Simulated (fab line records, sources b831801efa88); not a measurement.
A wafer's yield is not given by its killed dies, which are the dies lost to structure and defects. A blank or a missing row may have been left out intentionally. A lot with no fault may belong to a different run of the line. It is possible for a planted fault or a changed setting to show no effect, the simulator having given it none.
Chamber matching ; flow sky130 ; SKY_VIA2_CMP_02 on cmp-02: 4 sister chambers
The step polishes SiO2. 4 wafers are shown with their chamber, then 12 later ones without.

WAFERS WITH THEIR CHAMBER
wafer;chamber;motor-current-A (A)
L090.2;2;10.6
L091.2;0;11.0
L091.3;1;10.9
L091.5;3;11.3

WAFERS WITHOUT THEIR CHAMBER
wafer;motor-current-A (A)
L092.2;10.7
L092.4;10.7
L092.5;10.9
L093.2;11.2
L093.4;10.2
L093.6;11.1
L095.1;11.7
L095.4;10.0
L095.5;11.1
L097.2;11.7
L097.3;11.3
L097.6;11.8

CHAMBER TAKEN BY EACH
wafer;from the rows above;in truth
L092.2;can't be placed: 2 or 1 or 0 or 3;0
L092.4;can't be placed: 2 or 1 or 0 or 3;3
L092.5;can't be placed: 1 or 0 or 2 or 3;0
L093.2;can't be placed: 3 or 0 or 1 or 2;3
L093.4;can't be placed: 2 or 1 or 0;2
L093.6;can't be placed: 0 or 1 or 3 or 2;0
L095.1;can't be placed: 3 or 0 or 1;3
L095.4;can't be placed: 2 or 1 or 0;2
L095.5;can't be placed: 0 or 1 or 3 or 2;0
L097.2;can't be placed: 3 or 0 or 1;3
L097.3;can't be placed: 3 or 0 or 1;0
L097.6;can't be placed: 3 or 0 or 1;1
Correctly placed: 0 of 12. From these rows, 12 cannot be placed; in 12 the true chamber is one of the candidates. Wrongly placed: 0.
How it was worked out, from the rows above alone: a wafer's distance from a chamber is the root of the sum, over the readings, of the square of ((its reading less the chamber's mean) divided by the reading's scatter). If the next closest chamber is less than 2 further off than the closest, the wafer can't be placed; otherwise it belongs to the closest. A chamber's mean is the mean of its shown wafers. The scatter: root of mean squared gap, hidden wafer to nearest shown wafer, with one shown wafer a chamber.
